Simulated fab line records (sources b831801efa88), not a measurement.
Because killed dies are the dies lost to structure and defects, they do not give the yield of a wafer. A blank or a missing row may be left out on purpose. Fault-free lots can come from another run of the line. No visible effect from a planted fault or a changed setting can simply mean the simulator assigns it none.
A lot that was struck, set against a sound lot -- flow sfq line -- 14 out of 325 route steps
Sound: these wafers, L943.3, L943.4, L943.5. Struck: wafer L951.5. (L951.2, L951.6 of the same lot were not struck and are left out.) The cause comes at the end.
At each step with rows: each side's tool, then ch and its chambers, then its first start. Under that, the readings that differ: sound wafers -- struck wafers -- difference of the means -- sigmas: that difference in standard deviations of wafers without a fault.
alike: readings with means less than 2 such deviations apart, plus words and numbers identical on both sides. not compared: withheld readings, readings lacking a value on some wafer, bounds such as >300 that could conceal the same value, and numbers that have no deviation in the record and whose values overlap.
The two part at a step that has a row with sigmas, a row that says differs or no value, or rows on one side only. Numbers that don't overlap but have no deviation are shown without sigmas and don't part them. Lack of a reading on every wafer of one side parts them only where that side has two or more wafers.

first, 1 step without rows for these wafers: SFQ_TRILAYER_M0_STRIP_SOLV_CLEAN_026 (cleans in NMP, time 600 s).
SFQ_TRILAYER_I0_DEP_PECVD_027: deposits SiO2 from SiH4/N2O, time 111.11 s, target thk 500 nm.
  sound on pecvd-04 ch 1,2, day 10 17:25; struck on pecvd-04 ch 0, day 14 03:08
  alike: heater power w, throttle valve pct
SFQ_TRILAYER_I0_CMP_CMP_028: polishes SiO2.
  sound on cmp-02 ch 0,2,3, day 10 18:32; struck on cmp-02 ch 2, day 14 05:49
  alike: motor current A, retaining ring pressure frac, time to endpoint s
SFQ_I0_BOW_MEAS_907:
  sound on film metro-03, day 10 20:35; struck on film metro-04, day 14 06:50
  alike: I0_BOW
SFQ_TRILAYER_I0_METRO_MEASURE_029:
  sound on film metro-03, day 10 21:04; struck on film metro-04, day 14 07:08
  alike: thk nm
then, 6 steps without rows for these wafers: SFQ_TRILAYER_I0_VIA_LITHO_COAT_036 (resist thk 62 nm); SFQ_TRILAYER_I0_VIA_LITHO_COAT_031 (resist thk 650 nm); SFQ_TRILAYER_I0_VIA_LITHO_SOFTBAKE_035; SFQ_TRILAYER_I0_VIA_LITHO_EXPOSE_032 (exposes mask I0, target cd 500 nm); SFQ_TRILAYER_I0_VIA_LITHO_PEB_034 (peb time 60 s); SFQ_TRILAYER_I0_VIA_LITHO_DEVELOP_033 (time 60 s).
-- the record jumps here: 5 days lie between the struck wafers' starts before and after --
SFQ_I0_OVL_MEAS_908:
  sound on overlay-02, day 16 01:16; struck on overlay-02, day 19 18:11
  alike: I0_OVL
SFQ_TRILAYER_I0_VIA_BARC_OPEN_VIA_ETCH_046: etches BARC in O2, target depth 125 nm, time 41.7 s.
  sound on rie diel-04 ch 0,1,2, day 16 01:18; struck on rie diel-02 ch 0, day 19 18:13
reading,sound,struck,difference,sigmas
oes product au (a.u.),0.680 0.682 0.689,0.713,+0.029,+7
run length s (s),69.6 69.3 70.1,67.8,-1.9,-4
  alike: drypump motor current A
  not compared: rf hours counter h
SFQ_TRILAYER_I0_VIA_ETCH_VIA_ETCH_034: etches SiO2 in CHF3, stops on Nb, target depth 260 nm.
  sound on rie diel-04 ch 0,1,2, day 16 01:20; struck on rie diel-02 ch 0, day 19 18:16
  alike: drypump motor current A, oes product au

== WHERE THEY PART ==
SFQ_TRILAYER_I0_VIA_BARC_OPEN_VIA_ETCH_046 only, going by this record. Later steps at which nothing parts them and some readings are alike: SFQ_TRILAYER_I0_VIA_ETCH_VIA_ETCH_034.

WHY: what had been put in by the simulator
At SFQ_TRILAYER_I0_VIA_BARC_OPEN_VIA_ETCH_046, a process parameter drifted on rie diel-02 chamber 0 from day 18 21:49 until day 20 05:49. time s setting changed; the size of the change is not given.
